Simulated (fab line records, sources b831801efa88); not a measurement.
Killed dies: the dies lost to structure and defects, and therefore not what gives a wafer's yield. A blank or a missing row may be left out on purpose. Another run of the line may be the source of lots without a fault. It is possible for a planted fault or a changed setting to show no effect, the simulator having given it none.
Problem report in the 8D (eight disciplines) form, filled by code | flow sky130 | the parts of the form that need people (team, actions taken, sign-off) are left out

## 1. THE ISSUE
At SKY_LDD_HVN_IMPLANT_08, beamEnergyKeV averages 61.898 over 6 wafers from 2 lots, while fault-free wafers read 60.005, standard deviation 0.02. Measured from the usual mean, that is +95 standard deviations.
First seen on wafer L407.1, day 24 21:15, on implanter-03. Wafers with a number at this step in the record: 39, from 13 lots. Rule for "out" (also "out of limits"): further than 4 standard deviations from the usual mean. Any other wafer with a number is counted as sound.

## 2. WHAT IT IS AND WHAT IT IS NOT
question                    | is                     | is not
which readings at this step | beamEnergyKeV          | endStationPressureTorr
which lots                  | L407, L409             | L396, L397, L399, L400, L402, L403, L405, L406, L414, L415, L416
which wafers of those lots  | all that have a number | -
read on which tools         | implanter-03           | implanter-01, implanter-04
when                        | from day 24 21:15      | up to then (24 sound wafers); but 9 sound wafers of L414, L415, L416 came after

## 3. WHAT RULES OUT EACH SUSPECT
Counting: any tool at a process step up to the reading is kept as a suspect provided that every lot that is out went through it and no sound lot did after the first of them.
- implanter-03 at SKY_LDD_HVN_IMPLANT_08: kept. All lots that are out passed through it, beginning with L407 at day 24 21:15, and no sound lot followed; its final sound lot before that point was L405 at day 24 12:29. Its own beamEnergyKeV readings are out on those wafers.
The count leaves implanter-03 at SKY_LDD_HVN_IMPLANT_08.

## 4. THE CAUSE (what the simulator had put in)
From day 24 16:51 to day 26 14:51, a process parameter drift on implanter-03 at SKY_LDD_HVN_IMPLANT_08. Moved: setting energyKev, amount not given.
The count eliminated every tool but this one.

## 5. THE CHAIN OF EFFECTS, in route order
Each row: a reading where the mean over the struck wafers with a number is more than 3 standard deviations away from the usual. Scope: only readings with a usual standard deviation given in the record; hours: median across lots of the time from each lot's start at the first step in this table that gives one to its start at this step; sigmas: change in usual standard deviations.
hours | step                   | reading       | usual  | on struck wafers | change | sigmas
0     | SKY_LDD_HVN_IMPLANT_08 | beamEnergyKeV | 60.005 | 61.898           | +1.893 | +95
It contains these process steps:
- SKY_LDD_HVN_IMPLANT_08

## 6. HOW IT WOULD HAVE BEEN CAUGHT EARLIER
In this record the first reading out of limits was taken at day 24 21:15, 4 hours after the fault began at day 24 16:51.
